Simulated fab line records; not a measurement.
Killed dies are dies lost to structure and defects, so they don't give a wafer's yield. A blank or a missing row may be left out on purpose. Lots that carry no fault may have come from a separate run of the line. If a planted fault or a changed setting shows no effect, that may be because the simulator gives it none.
Struck lot and sound lot, side by side | flow sky130 | 17 out of 708 route steps
Sound: these wafers, L671.1, L671.4, L671.5. Struck: wafer L670.2. (L670.1, L670.5 of the same lot were not struck and are left out.) The cause comes at the end.
Each step with rows lists, per side, the tool, then ch with its chambers, then its first start. Under that, the readings that differ: sound wafers | struck wafers | difference of the means | sigmas: that difference in standard deviations of wafers without a fault.
alike: readings with means less than 2 such deviations apart, plus words and numbers identical on both sides. not compared: withheld readings, readings lacking a value on some wafer, bounds such as >300 that could conceal the same value, and numbers that have no deviation in the record and whose values overlap.
The two part at a step that has a row with sigmas, a row that says differs or no value, or rows on one side only. When numbers do not overlap yet have no deviation, they are printed without sigmas and do not part them. A reading missing from all wafers of one side parts the sides only when that side holds two or more wafers.

first, 2 steps without rows for these wafers: SKY_LOCAL_INTERCONNECT_PEB_09; SKY_LOCAL_INTERCONNECT_DEVELOP_10 (develop time 60 s).
SKY_LOCAL_INTERCONNECT_CD_MEAS_11: target cd 170 nm.
  sound on cdSem-01, day 32 22:32; struck on cdSem-01, day 32 14:11
  alike: cdNm
SKY_LOCAL_INTERCONNECT_OVL_MEAS_12:
  sound on overlay-02, day 32 22:40; struck on overlay-01, day 32 14:19
reading                     | sound  | struck | difference | sigmas
LOCAL_INTERCONNECT_OVL (nm) | 12 3 5 | -9     | -16        | -3
SKY_LOCAL_INTERCONNECT_ETCH_13: etches BARC in N2/H2, stops on SiO2, time 45.9 s, target depth 60 nm.
  sound on rieMetal-02 ch 0,1, day 32 22:42; struck on rieMetal-02 ch 1, day 32 14:21
  alike: biasW, drypumpMotorCurrentA, n2FlowSccm, oesProductAu, throttleValvePct
  not compared: rfHoursCounterH
SKY_LOCAL_INTERCONNECT_METAL_ETCH_14: etches TiN in Cl2/BCl3, stops on PSG, target depth 110 nm, time 32.43 s.
  sound on rieMetal-02 ch 0,1, day 32 22:46; struck on rieMetal-02 ch 1, day 32 14:25
  alike: bcl3FlowSccm, drypumpMotorCurrentA, oesProductAu, throttleValvePct
  not compared: rfHoursCounterH
SKY_LOCAL_INTERCONNECT_STRIP_15: strips in O2/N2.
  sound on plasmaAsher-03 ch 1, day 32 22:49; struck on plasmaAsher-02 ch 0, day 32 14:28
reading                  | sound             | struck | difference | sigmas
drypumpMotorCurrentA (A) | 5.13 5.16 5.13    | 5.67   | +0.53      | +2
stripTimeToEndpointS (s) | 4.732 4.725 4.746 | 4.671  | -0.063     | -4
  alike: n2FlowSccm, oesProductAu
  not compared: rfHoursCounterH
then, 3 steps without rows for these wafers: SKY_LOCAL_INTERCONNECT_STRIP_16 (strips in post etch residue remover, time 1200 s); SKY_LOCAL_INTERCONNECT_CLEAN_17 (cleans in IPA, time 180 s); SKY_LOCAL_INTERCONNECT_CLEAN_18 (cleans in O3/DIW).
SKY_CONTACT_CVD_00: deposits Si3N4, target thk 75 nm.
  sound on pecvd-01 ch 0,2, day 32 23:27; struck on pecvd-04 ch 2, day 32 15:07
  alike: heaterPowerW
SKY_CONTACT_THK_MEAS_01:
  sound on filmMetro-04, day 32 23:29; struck on filmMetro-02, day 32 15:09
  alike: CONTACT_CVD_00_THK
SKY_CONTACT_HDPCVD_02: deposits SiO2, target thk 565 nm, time 94.2 s.
  sound on hdpcvd-02 ch 0,1,2, day 32 23:32; struck on hdpcvd-01 ch 1, day 32 15:13
reading                                    | sound             | struck | difference | sigmas
model.SiO2_of_CONTACT_HDPCVD_02.thkNm (nm) | 562.1 562.4 565.2 | 1020   | +457       | 
SKY_CONTACT_THK_MEAS_03:
  sound on filmMetro-01, day 32 23:37; struck on filmMetro-02, day 32 15:17
reading                 | sound       | struck | difference | sigmas
CONTACT_HDPCVD_THK (nm) | 562 562 565 | 1021   | +458       | +80
SKY_CONTACT_CMP_04: polishes SiO2.
  sound on cmp-02 ch 0,1,3, day 32 23:46; struck on cmp-02 ch 2, day 32 15:20
reading             | sound    | struck | difference | sigmas
timeToEndpointS (s) | 78 86 79 | 255    | +174       | +40
  alike: motorCurrentA
SKY_CONTACT_BOW_MEAS_05:
  sound on filmMetro-01, day 32 23:58; struck on filmMetro-02, day 32 15:38
  alike: CONTACT_BOW
-- the record jumps here: 15 days lie between the struck wafers' starts before and after (it left off in module CONTACT and takes up again in module PAD_OPEN, whose first step shown is number 708 of the route) --
SKY_PAD_OPEN_PROBE_99:
  sound on prober-01, day 47 20:25; struck on prober-02, day 47 10:17
  alike: killed_at_M0_to_M3, killed_at_M4_up, killedAtContacts, killedAtFrontEnd, killedAtOther, killedDies, killedOpen, killedShort

## WHERE THEY PART
First at SKY_LOCAL_INTERCONNECT_OVL_MEAS_12; last, within this record, at SKY_CONTACT_CMP_04. Later steps at which nothing parts them and some readings are alike: SKY_CONTACT_BOW_MEAS_05, SKY_PAD_OPEN_PROBE_99.

WHY: the cause the simulator had injected
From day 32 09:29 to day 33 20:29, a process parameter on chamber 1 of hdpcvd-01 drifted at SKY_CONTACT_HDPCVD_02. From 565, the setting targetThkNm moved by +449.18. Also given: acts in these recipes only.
